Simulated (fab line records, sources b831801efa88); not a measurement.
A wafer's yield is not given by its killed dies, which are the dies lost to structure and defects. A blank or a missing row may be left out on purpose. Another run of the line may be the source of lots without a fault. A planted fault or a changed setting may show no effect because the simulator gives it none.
8D (eight disciplines) problem report, filled in by code | flow sky130 | the parts of the form that need people (team, actions taken, sign-off) are left out

1. PROBLEM STATEMENT
Wafers without a fault read 150.00, standard deviation 0.029; rampUpCPerS at SKY_SD_N_RTA_14 reads a mean of 45.00 on 6 wafers belonging to 2 lots. That is -99 or more standard deviations from the usual mean.
The step: time 2 s.
First seen on wafer L653.1, day 32 14:29, on rtpAnneal-02. At this step, 18 wafers from 6 lots have a number in the record. By rule, "out" or "out of limits" means more than 4 standard deviations away from the usual mean. All remaining wafers that have a number are taken as sound.

2. WHAT THIS IS AND IS NOT
question                    | is                     | is not
which readings at this step | rampUpCPerS            | chamberO2Ppm, lampPowerPct, wafer_temp_C_max
which lots                  | L653, L655             | L649, L652, L656, L663
which wafers of those lots  | all that have a number | -
read on which tools         | rtpAnneal-02           | rtpAnneal-01
when                        | from day 32 14:29      | up to then (6 sound wafers); but 6 sound wafers of L656, L663 came after

3. WHAT RULES OUT EACH SUSPECT
Counting: any tool at a process step up to the reading is kept as a suspect provided that every lot that is out went through it and no sound lot did after the first of them.
- plasmaAsher-01 at SKY_SD_N_STRIP_11 (strips in O2/N2): ruled out as a lasting fault. Sound lots L656 ran on it after its first lot that is out, L653 (day 32 14:16).
- rtpAnneal-02 at SKY_SD_N_RTA_14 (time 2 s): ruled out as a lasting fault. Sound lots L663 ran on it after its first lot that is out, L653 (day 32 14:29).
Left after counting: nothing in the record.

4. THE CAUSE (what the simulator had put in)
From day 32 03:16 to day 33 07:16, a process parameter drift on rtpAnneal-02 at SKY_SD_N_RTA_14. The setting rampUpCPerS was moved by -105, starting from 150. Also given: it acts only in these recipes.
Counting ruled it out, wrongly.

5. SEQUENCE OF EFFECTS, ordered by route
Rows list readings where the struck wafers' mean (over those with a number) sits beyond 3 standard deviations from the usual. Only readings for which the record gives a usual standard deviation are gone through. hours: the time from each lot's start at the first step in this table that gives one to its start at this step, as a median over the lots. sigmas: the change in usual standard deviations.
hours | step            | reading     | usual  | on struck wafers | change  | sigmas
0     | SKY_SD_N_RTA_14 | rampUpCPerS | 150.00 | 45.00            | -105.00 | -99 or more
Process steps it contains:
- SKY_SD_N_RTA_14: time 2 s.

6. HOW IT WOULD HAVE BEEN CAUGHT EARLIER
In this record no reading fell out of limits until day 32 14:29, 11 hours after the fault had begun at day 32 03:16.
